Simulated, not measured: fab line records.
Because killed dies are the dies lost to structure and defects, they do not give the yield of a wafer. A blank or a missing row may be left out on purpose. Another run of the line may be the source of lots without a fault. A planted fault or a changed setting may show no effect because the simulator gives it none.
A lot that was struck, set against a sound lot / flow sfqLine / 42 out of 325 route steps
Sound: wafers L376.2, L376.3, L376.6. Struck: wafers L387.2, L387.5, L387.6. The cause is given at the end.
For every step that has rows: the tool of each side, followed by ch and its chambers, followed by its first start. Under that, the readings that differ: sound wafers / struck wafers / difference of the means / sigmas: that difference in standard deviations of wafers without a fault.
alike: a reading whose means differ by less than 2 such deviations, as well as words and numbers matching on both sides. not compared: withheld readings; readings where some wafer has no value; bounds like >300 that might hide an equal value; numbers whose values overlap and for which the record gives no deviation.
The two part at a step that has a row with sigmas, a row that says differs or no value, or rows on one side only. Numbers that have no deviation but don't overlap get no sigmas and don't part them. Lack of a reading on every wafer of one side parts them only where that side has two or more wafers.

first, 5 steps without rows for these wafers: SFQ_TRILAYER_I4_VIA_BARC_OPEN_VIA_ETCH_146 (etches BARC in O2, target depth 125 nm, time 41.7 s); SFQ_TRILAYER_I4_VIA_ETCH_VIA_ETCH_106 (etches SiO2 in CHF3, stops on Nb, target depth 260 nm); SFQ_TRILAYER_I4_VIA_STRIP_STRIP_107 (strips in O2); SFQ_TRILAYER_I4_VIA_STRIP_SOLV_CLEAN_108 (cleans in NMP, time 600 s); SFQ_TRILAYER_JJ_TRILAYER_DEP_PRE_CLEAN_113 (time 22.5 s).
SFQ_TRILAYER_JJ_TRILAYER_DEP_SPUTTER_109: material Nb, target thk 150 nm, time 100 s.
  sound on pvdSputter-03 at day 43 08:59; struck on pvdSputter-05 at day 53 18:19
  alike: throttleValvePct
then, 3 steps without rows for these wafers: SFQ_TRILAYER_JJ_TRILAYER_DEP_SPUTTER_110 (material Al, target thk 8 nm, time 10 s); SFQ_TRILAYER_JJ_TRILAYER_DEP_AL_OXIDATION_111 (oxidation time 600 s); SFQ_TRILAYER_JJ_TRILAYER_DEP_SPUTTER_112 (material Nb, target thk 170 nm, time 113.3 s).
SFQ_JJ_RS_MEAS_929: measurement is done with a four-point probe.
  sound on filmMetro-01 at day 43 10:10; struck on filmMetro-02 at day 53 19:30
  alike: JJ_NB_RS
then, 1 step without rows for these wafers: SFQ_TRILAYER_JJ_CE_LITHO_COAT_119 (resist thk 62 nm).
SFQ_TRILAYER_JJ_CE_LITHO_COAT_114: resist thk 600 nm.
  sound on lithoTrack-03 ch 0, day 43 10:41; struck on lithoTrack-01 ch 0, day 53 20:01
reading=model.KrF_of_TRILAYER_JJ_CE_LITHO_COAT_114.thkNm (nm); sound=596.9 598.9 597.6; struck=740.7 741.7 739.9; difference=+143.0; sigmas=
then, 4 steps without rows for these wafers: SFQ_TRILAYER_JJ_CE_LITHO_SOFTBAKE_118; SFQ_TRILAYER_JJ_CE_LITHO_EXPOSE_115 (exposes mask J5, target cd 700 nm); SFQ_TRILAYER_JJ_CE_LITHO_PEB_117 (peb time 60 s); SFQ_TRILAYER_JJ_CE_LITHO_DEVELOP_116 (time 60 s).
-- the record jumps here: 6 days lie between the struck wafers' starts before and after --
SFQ_JJ_OVL_MEAS_931:
  sound on overlay-01 at day 43 12:35; struck on overlay-01 at day 59 18:14
  alike: J5_OVL
SFQ_TRILAYER_JJ_CE_METRO_MEASURE_117:
  sound on cdSem-02 at day 43 12:49; struck on cdSem-01 at day 59 18:28
reading=cdNm (nm); sound=701.7 701.2 700.9; struck=706.4 706.5 706.1; difference=+5.1; sigmas=+4
SFQ_TRILAYER_JJ_CE_BARC_OPEN_RIE_150: chemistry O2, target BARC, target depth 240 nm, time 80 s.
  sound on rieMetal-01 ch 0,1, day 43 13:49; struck on rieMetal-01 ch 0,1, day 59 19:28
reading=model.JJ.cdNm (nm); sound=704 702.8 702; struck=708.3 705.5 706.7; difference=+3.9; sigmas=
  alike: chamberPressureMTorr, drypumpMotorCurrentA, oesProductAu
  not compared: rfHoursCounterH
SFQ_TRILAYER_JJ_CE_ETCH_RIE_118: chemistry SF6, target Nb, stops on Al2O3, time 97.7 s, target depth 170 nm.
  sound on rieMetal-01 ch 0,1, day 43 13:55; struck on rieMetal-01 ch 0,1, day 59 19:34
reading=model.KrF_of_TRILAYER_JJ_CE_LITHO_COAT_114.thkNm (nm); sound=475.5 477.7 475.9; struck=618.6 620.1 617.7; difference=+142.4; sigmas=
reading=model.JJ.cdNm (nm); sound=704.2 702.4 702.3; struck=708.7 706 707; difference=+4.3; sigmas=
  alike: chamberPressureMTorr, drypumpMotorCurrentA, oesProductAu
  not compared: rfHoursCounterH
then, 9 steps without rows for these wafers: SFQ_TRILAYER_JJ_ANODIZE_ANODIZE_119; SFQ_TRILAYER_JJ_CE_STRIP_STRIP_120 (strips in O2); SFQ_TRILAYER_JJ_CE_STRIP_SOLV_CLEAN_121 (cleans in NMP, time 600 s); SFQ_TRILAYER_M5_LITHO_COAT_128 (resist thk 62 nm); SFQ_TRILAYER_M5_LITHO_COAT_123 (resist thk 600 nm); SFQ_TRILAYER_M5_LITHO_SOFTBAKE_127; SFQ_TRILAYER_M5_LITHO_EXPOSE_124 (exposes mask M5, target cd 700 nm); SFQ_TRILAYER_M5_LITHO_PEB_126 (peb time 60 s); SFQ_TRILAYER_M5_LITHO_DEVELOP_125 (time 60 s).
SFQ_M5_OVL_MEAS_932:
  sound on overlay-02 at day 49 03:13; struck on overlay-01 at day 60 01:03
  alike: M5_OVL
SFQ_TRILAYER_M5_BARC_OPEN_METAL_ETCH_161: etches BARC in O2, target depth 125 nm, time 41.7 s.
  sound on rieMetal-01 ch 0,1, day 49 03:14; struck on rieMetal-01 ch 0,1, day 60 01:05
  alike: chamberPressureMTorr, drypumpMotorCurrentA, oesProductAu
  not compared: rfHoursCounterH
then, 3 steps without rows for these wafers: SFQ_TRILAYER_M5_ETCH_METAL_ETCH_126 (etches Nb in Cl2/BCl3, stops on SiO2, time 203.2 s, target depth 265 nm); SFQ_TRILAYER_M5_STRIP_STRIP_127 (strips in O2); SFQ_TRILAYER_M5_STRIP_SOLV_CLEAN_128 (cleans in NMP, time 600 s).
SFQ_TRILAYER_A5B_DEP_PECVD_129: deposits SiO2 from SiH4/N2O, time 133.33 s, target thk 600 nm.
  sound on pecvd-03 ch 0,1,2, day 49 04:16; struck on pecvd-03 ch 0,2, day 60 02:07
  alike: heaterPowerOuterW, heaterPowerW, throttleValvePct
SFQ_TRILAYER_A5B_CMP_CMP_130: polishes, stops on Nb, target thk 340.7 nm.
  sound on cmp-02 ch 1,2, day 50 01:36; struck on cmp-01 ch 0,1,3, day 60 04:13
  alike: motorCurrentA, retainingRingPressureFrac, slurryFilterDpKPa
then, 3 steps without rows for these wafers: SFQ_TRILAYER_A5B_METRO_MEASURE_131; SFQ_TRILAYER_R5_DEP_SPUTTER_132 (material Ti, target thk 5 nm, time 5 s); SFQ_TRILAYER_R5_DEP_SPUTTER_133 (material MoNx, target thk 40 nm, time 66.7 s).
SFQ_TRILAYER_R5_DEP_SPUTTER_134: material Ti, target thk 5 nm, time 5 s.
  sound on pvdSputter-03 at day 50 05:22; struck on pvdSputter-04 at day 60 07:00
  alike: throttleValvePct
SFQ_R5_RS_MEAS_933: measurement is done with a four-point probe.
  sound on filmMetro-04 at day 50 05:25; struck on filmMetro-04 at day 60 07:02
  alike: R5_MONX_RS
-- the record jumps here: 26 days lie between the struck wafers' starts before and after (it left off in module R5 and takes up again in module M8, whose first step shown is number 325 of the route) --
SFQ_M8_BOW_MEAS_951:
  sound on filmMetro-02 at day 82 18:14; struck on filmMetro-02 at day 85 23:00
reading=M8_BOW (um); sound=-9 -8 -5; struck=18 19 6; difference=+22; sigmas=+2
reading=model.etest.jj.gTimes; sound=1.011 1.006 1.006; struck=1.024 1.016 1.019; difference=+0.012; sigmas=

WHERE THEY PART
First at SFQ_TRILAYER_JJ_CE_METRO_MEASURE_117; last, within this record, at SFQ_M8_BOW_MEAS_951.

WHY: what had been put in by the simulator
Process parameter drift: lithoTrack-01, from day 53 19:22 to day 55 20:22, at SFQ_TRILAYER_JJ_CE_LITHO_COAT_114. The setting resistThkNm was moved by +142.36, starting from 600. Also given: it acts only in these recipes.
